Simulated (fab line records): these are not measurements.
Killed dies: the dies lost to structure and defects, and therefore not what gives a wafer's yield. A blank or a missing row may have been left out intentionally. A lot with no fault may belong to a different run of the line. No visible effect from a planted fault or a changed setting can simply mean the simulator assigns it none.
Which tool did it? || flow sky130 || Sampling: 24 lots, 72 wafers, 5 of 708 route steps

== WHAT THE GAUGES READ, wafer by wafer ==
SKY_VT_ADJUST_HVTR_CD_MEAS_07: target cd 380 nm. Usual: cd-nm 380.5 nm, standard deviation 2.6.
{"lot": "L074", "measured": "day 9 06:08", "on": "cd-sem-02", "cd-nm (nm)": "379.6 378.6 380.4", "flag": ""}
{"lot": "L075", "measured": "day 9 20:05", "on": "cd-sem-01", "cd-nm (nm)": "381.5 380.9 382.2", "flag": ""}
{"lot": "L076", "measured": "day 10 00:38", "on": "cd-sem-02", "cd-nm (nm)": "383.8 383.2 382.2", "flag": ""}
{"lot": "L077", "measured": "day 10 07:32", "on": "cd-sem-02", "cd-nm (nm)": "383.0 380.4 382.8", "flag": ""}
{"lot": "L078", "measured": "day 10 13:43", "on": "cd-sem-02", "cd-nm (nm)": "378.5 379.5 378.1", "flag": ""}
{"lot": "L079", "measured": "day 10 21:11", "on": "cd-sem-02", "cd-nm (nm)": "374.5 376.8 376.7", "flag": ""}
{"lot": "L080", "measured": "day 11 05:59", "on": "cd-sem-01", "cd-nm (nm)": "381.4 384.2 384.3", "flag": ""}
{"lot": "L081", "measured": "day 11 09:45", "on": "cd-sem-01", "cd-nm (nm)": "384.6 386.1 386.4", "flag": ""}
{"lot": "L082", "measured": "day 11 18:25", "on": "cd-sem-02", "cd-nm (nm)": "377.0 376.8 375.2", "flag": ""}
{"lot": "L083", "measured": "day 12 03:19", "on": "cd-sem-01", "cd-nm (nm)": "378.1 379.4 380.6", "flag": ""}
{"lot": "L084", "measured": "day 12 13:55", "on": "cd-sem-02", "cd-nm (nm)": "383.6 383.3 383.3", "flag": ""}
{"lot": "L085", "measured": "day 13 00:44", "on": "cd-sem-01", "cd-nm (nm)": "375.9 379.4 378.5", "flag": ""}
{"lot": "L086", "measured": "day 13 01:17", "on": "cd-sem-01", "cd-nm (nm)": "381.6 379.3 381.2", "flag": ""}
{"lot": "L087", "measured": "day 13 11:06", "on": "cd-sem-02", "cd-nm (nm)": "380.6 383.2 381.3", "flag": ""}
{"lot": "L088", "measured": "day 13 13:14", "on": "cd-sem-01", "cd-nm (nm)": "382.6 380.4 380.4", "flag": ""}
{"lot": "L089", "measured": "day 14 07:38", "on": "cd-sem-02", "cd-nm (nm)": "382.7 381.7 383.1", "flag": ""}
{"lot": "L090", "measured": "day 14 18:54", "on": "cd-sem-02", "cd-nm (nm)": "378.1 379.3 379.0", "flag": ""}
{"lot": "L091", "measured": "day 14 19:29", "on": "cd-sem-01", "cd-nm (nm)": "381.0 378.0 377.5", "flag": ""}
{"lot": "L092", "measured": "day 15 02:41", "on": "cd-sem-02", "cd-nm (nm)": "379.3 381.7 381.8", "flag": ""}
{"lot": "L093", "measured": "day 15 06:29", "on": "cd-sem-01", "cd-nm (nm)": "381.4 384.5 384.9", "flag": ""}
{"lot": "L094", "measured": "day 15 14:52", "on": "cd-sem-02", "cd-nm (nm)": "375.4 374.2 376.8", "flag": ""}
{"lot": "L095", "measured": "day 15 23:31", "on": "cd-sem-02", "cd-nm (nm)": "382.1 382.2 381.9", "flag": ""}
{"lot": "L097", "measured": "day 17 07:02", "on": "cd-sem-01", "cd-nm (nm)": "383.4 382.5 382.6", "flag": ""}
{"lot": "L096", "measured": "day 17 08:01", "on": "cd-sem-02", "cd-nm (nm)": "384.4 379.6 383.0", "flag": ""}

SKY_LDD_P_OVL_MEAS_08. Usual: LDD_P_OVL gives 0.6 nm (standard deviation 1.4).
{"lot": "L074", "measured": "day 18 13:08", "on": "overlay-01", "LDD_P_OVL (nm)": "0.6 1.5 1.6", "flag": ""}
{"lot": "L075", "measured": "day 19 09:52", "on": "overlay-02", "LDD_P_OVL (nm)": "-1.0 -0.7 0.5", "flag": ""}
{"lot": "L076", "measured": "day 19 13:15", "on": "overlay-01", "LDD_P_OVL (nm)": "1.7 3.1 2.9", "flag": ""}
{"lot": "L077", "measured": "day 20 03:48", "on": "overlay-02", "LDD_P_OVL (nm)": "1.7 0.0 1.9", "flag": ""}
{"lot": "L078", "measured": "day 20 17:55", "on": "overlay-02", "LDD_P_OVL (nm)": "1.4 0.4 1.0", "flag": ""}
{"lot": "L079", "measured": "day 21 02:57", "on": "overlay-02", "LDD_P_OVL (nm)": "1.9 3.2 3.7", "flag": ""}
{"lot": "L080", "measured": "day 21 15:56", "on": "overlay-02", "LDD_P_OVL (nm)": "2.3 3.5 2.4", "flag": ""}
{"lot": "L081", "measured": "day 21 16:14", "on": "overlay-01", "LDD_P_OVL (nm)": "-0.6 0.4 -2.8", "flag": ""}
{"lot": "L082", "measured": "day 22 01:25", "on": "overlay-02", "LDD_P_OVL (nm)": "-0.7 0.7 0.2", "flag": ""}
{"lot": "L083", "measured": "day 22 08:56", "on": "overlay-01", "LDD_P_OVL (nm)": "0.9 -0.9 -0.2", "flag": ""}
{"lot": "L084", "measured": "day 22 23:56", "on": "overlay-01", "LDD_P_OVL (nm)": "0.9 0.6 2.1", "flag": ""}
{"lot": "L085", "measured": "day 23 13:53", "on": "overlay-02", "LDD_P_OVL (nm)": "-2.0 0.0 -1.0", "flag": ""}
{"lot": "L086", "measured": "day 23 08:21", "on": "overlay-02", "LDD_P_OVL (nm)": "-0.2 -0.8 -1.0", "flag": ""}
{"lot": "L087", "measured": "day 24 00:11", "on": "overlay-02", "LDD_P_OVL (nm)": "-0.1 0.7 -2.0", "flag": ""}
{"lot": "L088", "measured": "day 24 01:28", "on": "overlay-01", "LDD_P_OVL (nm)": "0.9 1.7 1.6", "flag": ""}
{"lot": "L089", "measured": "day 25 00:39", "on": "overlay-01", "LDD_P_OVL (nm)": "1.5 2.1 0.2", "flag": ""}
{"lot": "L090", "measured": "day 25 09:07", "on": "overlay-01", "LDD_P_OVL (nm)": "0.7 3.0 1.7", "flag": ""}
{"lot": "L091", "measured": "day 25 13:49", "on": "overlay-01", "LDD_P_OVL (nm)": "-2.5 0.4 -1.9", "flag": ""}
{"lot": "L092", "measured": "day 25 21:39", "on": "overlay-02", "LDD_P_OVL (nm)": "0.4 1.4 -0.4", "flag": ""}
{"lot": "L093", "measured": "day 25 22:46", "on": "overlay-01", "LDD_P_OVL (nm)": "0.5 -1.4 -0.9", "flag": ""}
{"lot": "L094", "measured": "day 26 08:20", "on": "overlay-01", "LDD_P_OVL (nm)": "-1.9 -1.1 1.3", "flag": ""}
{"lot": "L095", "measured": "day 26 15:06", "on": "overlay-01", "LDD_P_OVL (nm)": "1.7 -1.3 2.6", "flag": ""}
{"lot": "L097", "measured": "day 27 22:02", "on": "overlay-01", "LDD_P_OVL (nm)": "-0.6 0.6 1.2", "flag": ""}
{"lot": "L096", "measured": "day 29 04:30", "on": "overlay-01", "LDD_P_OVL (nm)": "0.8 -2.2 -0.4", "flag": ""}

SKY_CONTACT_RS_MEAS_25: the measuring method here is four-point-probe. Usual: CONTACT_W_RS gives 0.338 ohm/sq (standard deviation 0.0031).
{"lot": "L074", "measured": "day 31 08:12", "on": "film-metro-04", "CONTACT_W_RS (ohm/sq)": "0.337 0.335 0.335", "flag": ""}
{"lot": "L075", "measured": "day 32 02:13", "on": "film-metro-03", "CONTACT_W_RS (ohm/sq)": "0.338 0.341 0.344", "flag": ""}
{"lot": "L076", "measured": "day 32 05:13", "on": "film-metro-03", "CONTACT_W_RS (ohm/sq)": "0.335 0.341 0.338", "flag": ""}
{"lot": "L077", "measured": "day 32 18:38", "on": "film-metro-04", "CONTACT_W_RS (ohm/sq)": "0.335 0.337 0.336", "flag": ""}
{"lot": "L078", "measured": "day 34 00:13", "on": "film-metro-03", "CONTACT_W_RS (ohm/sq)": "0.337 0.334 0.334", "flag": ""}
{"lot": "L079", "measured": "day 34 01:28", "on": "film-metro-02", "CONTACT_W_RS (ohm/sq)": "0.338 0.340 0.337", "flag": ""}
{"lot": "L080", "measured": "day 34 01:45", "on": "film-metro-02", "CONTACT_W_RS (ohm/sq)": "0.333 0.338 0.338", "flag": ""}
{"lot": "L081", "measured": "day 34 03:07", "on": "film-metro-02", "CONTACT_W_RS (ohm/sq)": "0.335 0.336 0.332", "flag": ""}
{"lot": "L082", "measured": "day 34 08:49", "on": "film-metro-02", "CONTACT_W_RS (ohm/sq)": "0.337 0.335 0.338", "flag": ""}
{"lot": "L083", "measured": "day 34 17:32", "on": "film-metro-03", "CONTACT_W_RS (ohm/sq)": "0.340 0.341 0.340", "flag": ""}
{"lot": "L084", "measured": "day 35 06:04", "on": "film-metro-03", "CONTACT_W_RS (ohm/sq)": "0.338 0.338 0.339", "flag": ""}
{"lot": "L085", "measured": "day 35 17:51", "on": "film-metro-04", "CONTACT_W_RS (ohm/sq)": "0.338 0.335 0.338", "flag": ""}
{"lot": "L086", "measured": "day 35 14:29", "on": "film-metro-03", "CONTACT_W_RS (ohm/sq)": "0.339 0.338 0.343", "flag": ""}
{"lot": "L087", "measured": "day 36 02:17", "on": "film-metro-04", "CONTACT_W_RS (ohm/sq)": "0.333 0.333 0.337", "flag": ""}
{"lot": "L088", "measured": "day 36 03:08", "on": "film-metro-03", "CONTACT_W_RS (ohm/sq)": "0.339 0.343 0.338", "flag": ""}
{"lot": "L089", "measured": "day 36 22:26", "on": "film-metro-03", "CONTACT_W_RS (ohm/sq)": "0.336 0.341 0.339", "flag": ""}
{"lot": "L090", "measured": "day 37 05:59", "on": "film-metro-03", "CONTACT_W_RS (ohm/sq)": "0.339 0.338 0.340", "flag": ""}
{"lot": "L091", "measured": "day 37 11:14", "on": "film-metro-02", "CONTACT_W_RS (ohm/sq)": "0.339 0.341 0.337", "flag": ""}
{"lot": "L092", "measured": "day 37 16:04", "on": "film-metro-04", "CONTACT_W_RS (ohm/sq)": "0.335 0.333 0.338", "flag": ""}
{"lot": "L093", "measured": "day 37 17:34", "on": "film-metro-04", "CONTACT_W_RS (ohm/sq)": "0.336 0.339 0.336", "flag": ""}
{"lot": "L094", "measured": "day 38 01:40", "on": "film-metro-03", "CONTACT_W_RS (ohm/sq)": "0.343 0.342 0.346", "flag": ""}
{"lot": "L095", "measured": "day 38 08:17", "on": "film-metro-04", "CONTACT_W_RS (ohm/sq)": "0.335 0.338 0.338", "flag": ""}
{"lot": "L097", "measured": "day 39 10:49", "on": "film-metro-03", "CONTACT_W_RS (ohm/sq)": "0.341 0.338 0.344", "flag": ""}
{"lot": "L096", "measured": "day 40 14:31", "on": "film-metro-02", "CONTACT_W_RS (ohm/sq)": "0.337 0.346 0.341", "flag": ""}

SKY_CAPM_OVL_MEAS_12. Usual: CAPM_OVL gives -0.3 nm (standard deviation 1.5).
{"lot": "L074", "measured": "day 37 03:04", "on": "overlay-01", "CAPM_OVL (nm)": "2.4 2.1 0.4", "flag": ""}
{"lot": "L075", "measured": "day 37 21:56", "on": "overlay-01", "CAPM_OVL (nm)": "-3.0 -0.9 -0.6", "flag": ""}
{"lot": "L076", "measured": "day 37 23:23", "on": "overlay-02", "CAPM_OVL (nm)": "-0.2 -0.2 -2.4", "flag": ""}
{"lot": "L077", "measured": "day 38 13:17", "on": "overlay-01", "CAPM_OVL (nm)": "-0.4 0.4 -1.2", "flag": ""}
{"lot": "L078", "measured": "day 39 15:38", "on": "overlay-02", "CAPM_OVL (nm)": "-2.4 -1.1 0.8", "flag": ""}
{"lot": "L079", "measured": "day 39 16:39", "on": "overlay-01", "CAPM_OVL (nm)": "2.0 -1.2 0.4", "flag": ""}
{"lot": "L080", "measured": "day 39 17:32", "on": "overlay-01", "CAPM_OVL (nm)": "-3.7 -1.0 -0.4", "flag": ""}
{"lot": "L081", "measured": "day 39 19:20", "on": "overlay-01", "CAPM_OVL (nm)": "0.8 0.1 -0.9", "flag": ""}
{"lot": "L082", "measured": "day 39 23:39", "on": "overlay-01", "CAPM_OVL (nm)": "0.0 1.0 1.9", "flag": ""}
{"lot": "L083", "measured": "day 40 07:53", "on": "overlay-02", "CAPM_OVL (nm)": "-0.4 0.1 -0.3", "flag": ""}
{"lot": "L084", "measured": "day 40 21:26", "on": "overlay-01", "CAPM_OVL (nm)": "-1.2 -2.2 -0.7", "flag": ""}
{"lot": "L085", "measured": "day 41 06:07", "on": "overlay-01", "CAPM_OVL (nm)": "0.6 2.7 2.5", "flag": ""}
{"lot": "L086", "measured": "day 41 04:20", "on": "overlay-02", "CAPM_OVL (nm)": "-0.7 0.3 -0.4", "flag": ""}
{"lot": "L087", "measured": "day 41 16:05", "on": "overlay-02", "CAPM_OVL (nm)": "-2.3 -0.3 -0.2", "flag": ""}
{"lot": "L088", "measured": "day 41 17:28", "on": "overlay-01", "CAPM_OVL (nm)": "1.0 0.2 0.7", "flag": ""}
{"lot": "L089", "measured": "day 42 11:02", "on": "overlay-02", "CAPM_OVL (nm)": "0.3 1.4 1.6", "flag": ""}
{"lot": "L090", "measured": "day 42 16:52", "on": "overlay-01", "CAPM_OVL (nm)": "0.1 -0.7 -0.9", "flag": ""}
{"lot": "L091", "measured": "day 42 22:04", "on": "overlay-01", "CAPM_OVL (nm)": "-1.1 -2.9 -1.0", "flag": ""}
{"lot": "L092", "measured": "day 43 01:16", "on": "overlay-01", "CAPM_OVL (nm)": "0.0 -0.7 -0.9", "flag": ""}
{"lot": "L093", "measured": "day 43 02:10", "on": "overlay-02", "CAPM_OVL (nm)": "0.4 3.7 2.9", "flag": ""}
{"lot": "L094", "measured": "day 43 10:19", "on": "overlay-02", "CAPM_OVL (nm)": "-0.6 -0.2 1.2", "flag": ""}
{"lot": "L095", "measured": "day 43 16:02", "on": "overlay-02", "CAPM_OVL (nm)": "0.6 0.1 -1.1", "flag": ""}
{"lot": "L097", "measured": "day 44 15:37", "on": "overlay-01", "CAPM_OVL (nm)": "-1.1 -2.3 -1.9", "flag": ""}
{"lot": "L096", "measured": "day 45 15:22", "on": "overlay-01", "CAPM_OVL (nm)": "-0.2 0.1 0.1", "flag": ""}

== EACH LOT AND THE TOOL THAT RAN IT (in order: tool; ch and the chambers of the sampled wafers; start) ==
{"lot": "L074", "SKY_VIA2_STRIP_16": "plasma-asher-04 ch 0,1, day 36 00:28"}
{"lot": "L075", "SKY_VIA2_STRIP_16": "plasma-asher-01 ch 0,1, day 36 18:37"}
{"lot": "L076", "SKY_VIA2_STRIP_16": "plasma-asher-04 ch 0,1, day 36 19:38"}
{"lot": "L077", "SKY_VIA2_STRIP_16": "plasma-asher-04 ch 0,1, day 37 09:31"}
{"lot": "L078", "SKY_VIA2_STRIP_16": "plasma-asher-01 ch 0,1, day 38 14:40"}
{"lot": "L079", "SKY_VIA2_STRIP_16": "plasma-asher-04 ch 0,1, day 38 15:01"}
{"lot": "L080", "SKY_VIA2_STRIP_16": "plasma-asher-01 ch 0, day 38 15:20"}
{"lot": "L081", "SKY_VIA2_STRIP_16": "plasma-asher-02 ch 0,1, day 38 17:13"}
{"lot": "L082", "SKY_VIA2_STRIP_16": "plasma-asher-02 ch 0,1, day 38 21:49"}
{"lot": "L083", "SKY_VIA2_STRIP_16": "plasma-asher-04 ch 0,1, day 39 06:44"}
{"lot": "L084", "SKY_VIA2_STRIP_16": "plasma-asher-01 ch 0,1, day 39 18:56"}
{"lot": "L085", "SKY_VIA2_STRIP_16": "plasma-asher-02 ch 0,1, day 40 05:17"}
{"lot": "L086", "SKY_VIA2_STRIP_16": "plasma-asher-04 ch 0,1, day 40 03:32"}
{"lot": "L087", "SKY_VIA2_STRIP_16": "plasma-asher-01 ch 0, day 40 13:47"}
{"lot": "L088", "SKY_VIA2_STRIP_16": "plasma-asher-04 ch 0,1, day 40 14:44"}
{"lot": "L089", "SKY_VIA2_STRIP_16": "plasma-asher-04 ch 0,1, day 41 10:02"}
{"lot": "L090", "SKY_VIA2_STRIP_16": "plasma-asher-04 ch 0,1, day 41 15:59"}
{"lot": "L091", "SKY_VIA2_STRIP_16": "plasma-asher-02 ch 0,1, day 41 21:17"}
{"lot": "L092", "SKY_VIA2_STRIP_16": "plasma-asher-02 ch 0,1, day 42 00:26"}
{"lot": "L093", "SKY_VIA2_STRIP_16": "plasma-asher-01 ch 1, day 42 02:17"}
{"lot": "L094", "SKY_VIA2_STRIP_16": "plasma-asher-01 ch 0,1, day 42 09:38"}
{"lot": "L095", "SKY_VIA2_STRIP_16": "plasma-asher-04 ch 0,1, day 42 15:32"}
{"lot": "L097", "SKY_VIA2_STRIP_16": "plasma-asher-04 ch 0,1, day 43 15:17"}
{"lot": "L096", "SKY_VIA2_STRIP_16": "plasma-asher-02 ch 0,1, day 44 17:02"}
- SKY_VIA2_STRIP_16: strips in O2/N2.

== AS READ BY THE TOOLS THEMSELVES (means over the sampled wafers that have a number; for cases with no such wafer, the mark the record gives instead) ==
SKY_VIA2_STRIP_16. Usual: drypump-motor-current-A 5.7 A, standard deviation 0.44; oes-product-au 0.400 a.u., standard deviation 0.0045; strip-time-to-endpoint-s 4.088 s, standard deviation 0.02.
{"lot": "L074", "tool": "plasma-asher-04", "drypump-motor-current-A (A)": 5.4, "oes-product-au (a.u.)": 0.400, "strip-time-to-endpoint-s (s)": 4.083, "flag": ""}
{"lot": "L075", "tool": "plasma-asher-01", "drypump-motor-current-A (A)": 6.1, "oes-product-au (a.u.)": 0.400, "strip-time-to-endpoint-s (s)": 4.106, "flag": ""}
{"lot": "L076", "tool": "plasma-asher-04", "drypump-motor-current-A (A)": 5.4, "oes-product-au (a.u.)": 0.402, "strip-time-to-endpoint-s (s)": 4.071, "flag": ""}
{"lot": "L077", "tool": "plasma-asher-04", "drypump-motor-current-A (A)": 5.3, "oes-product-au (a.u.)": 0.405, "strip-time-to-endpoint-s (s)": 4.101, "flag": ""}
{"lot": "L078", "tool": "plasma-asher-01", "drypump-motor-current-A (A)": 5.8, "oes-product-au (a.u.)": 0.395, "strip-time-to-endpoint-s (s)": 4.067, "flag": ""}
{"lot": "L079", "tool": "plasma-asher-04", "drypump-motor-current-A (A)": 5.4, "oes-product-au (a.u.)": 0.400, "strip-time-to-endpoint-s (s)": 4.078, "flag": ""}
{"lot": "L080", "tool": "plasma-asher-01", "drypump-motor-current-A (A)": 6.3, "oes-product-au (a.u.)": 0.400, "strip-time-to-endpoint-s (s)": 4.080, "flag": ""}
{"lot": "L081", "tool": "plasma-asher-02", "drypump-motor-current-A (A)": 6.1, "oes-product-au (a.u.)": 0.400, "strip-time-to-endpoint-s (s)": 4.078, "flag": ""}
{"lot": "L082", "tool": "plasma-asher-02", "drypump-motor-current-A (A)": 6.2, "oes-product-au (a.u.)": 0.396, "strip-time-to-endpoint-s (s)": 4.076, "flag": ""}
{"lot": "L083", "tool": "plasma-asher-04", "drypump-motor-current-A (A)": 5.3, "oes-product-au (a.u.)": 0.398, "strip-time-to-endpoint-s (s)": 4.103, "flag": ""}
{"lot": "L084", "tool": "plasma-asher-01", "drypump-motor-current-A (A)": 5.8, "oes-product-au (a.u.)": 0.400, "strip-time-to-endpoint-s (s)": 4.083, "flag": ""}
{"lot": "L085", "tool": "plasma-asher-02", "drypump-motor-current-A (A)": 6.2, "oes-product-au (a.u.)": 0.404, "strip-time-to-endpoint-s (s)": 4.077, "flag": ""}
{"lot": "L086", "tool": "plasma-asher-04", "drypump-motor-current-A (A)": 5.4, "oes-product-au (a.u.)": 0.400, "strip-time-to-endpoint-s (s)": 4.115, "flag": ""}
{"lot": "L087", "tool": "plasma-asher-01", "drypump-motor-current-A (A)": 6.3, "oes-product-au (a.u.)": 0.399, "strip-time-to-endpoint-s (s)": 4.095, "flag": ""}
{"lot": "L088", "tool": "plasma-asher-04", "drypump-motor-current-A (A)": 5.3, "oes-product-au (a.u.)": 0.402, "strip-time-to-endpoint-s (s)": 4.100, "flag": ""}
{"lot": "L089", "tool": "plasma-asher-04", "drypump-motor-current-A (A)": 5.3, "oes-product-au (a.u.)": 0.398, "strip-time-to-endpoint-s (s)": 4.078, "flag": ""}
{"lot": "L090", "tool": "plasma-asher-04", "drypump-motor-current-A (A)": 5.3, "oes-product-au (a.u.)": 0.399, "strip-time-to-endpoint-s (s)": 4.089, "flag": ""}
{"lot": "L091", "tool": "plasma-asher-02", "drypump-motor-current-A (A)": 6.1, "oes-product-au (a.u.)": 0.400, "strip-time-to-endpoint-s (s)": 4.083, "flag": ""}
{"lot": "L092", "tool": "plasma-asher-02", "drypump-motor-current-A (A)": 6.2, "oes-product-au (a.u.)": 0.402, "strip-time-to-endpoint-s (s)": 4.076, "flag": ""}
{"lot": "L093", "tool": "plasma-asher-01", "drypump-motor-current-A (A)": 5.6, "oes-product-au (a.u.)": 0.401, "strip-time-to-endpoint-s (s)": 4.098, "flag": ""}
{"lot": "L094", "tool": "plasma-asher-01", "drypump-motor-current-A (A)": 5.8, "oes-product-au (a.u.)": 0.406, "strip-time-to-endpoint-s (s)": 4.117, "flag": ""}
{"lot": "L095", "tool": "plasma-asher-04", "drypump-motor-current-A (A)": 5.3, "oes-product-au (a.u.)": 0.402, "strip-time-to-endpoint-s (s)": 4.078, "flag": ""}
{"lot": "L097", "tool": "plasma-asher-04", "drypump-motor-current-A (A)": 5.4, "oes-product-au (a.u.)": 0.403, "strip-time-to-endpoint-s (s)": 4.095, "flag": ""}
{"lot": "L096", "tool": "plasma-asher-02", "drypump-motor-current-A (A)": 6.2, "oes-product-au (a.u.)": 0.397, "strip-time-to-endpoint-s (s)": 4.089, "flag": ""}

== THE ANSWER, worked out from the rows above alone ==
Rule: a lot counts as off when the mean over its wafers that have a number is more than 3 standard deviations away from the usual mean. Also off: a lot with no number at a reading for which 4 or more lots have one. All remaining lots with rows at the step are treated as sound. Order of review: gauges by route order, followed by the tools' own readings, for which a lot's mean as printed above is used. At the first step where some lot is off, the reading lying furthest off is the one used; lots without a number count as furthest.
Across all readings shown, no lot is off: no conclusion can be drawn from this.

== WHAT THE SIMULATOR PUT IN ==
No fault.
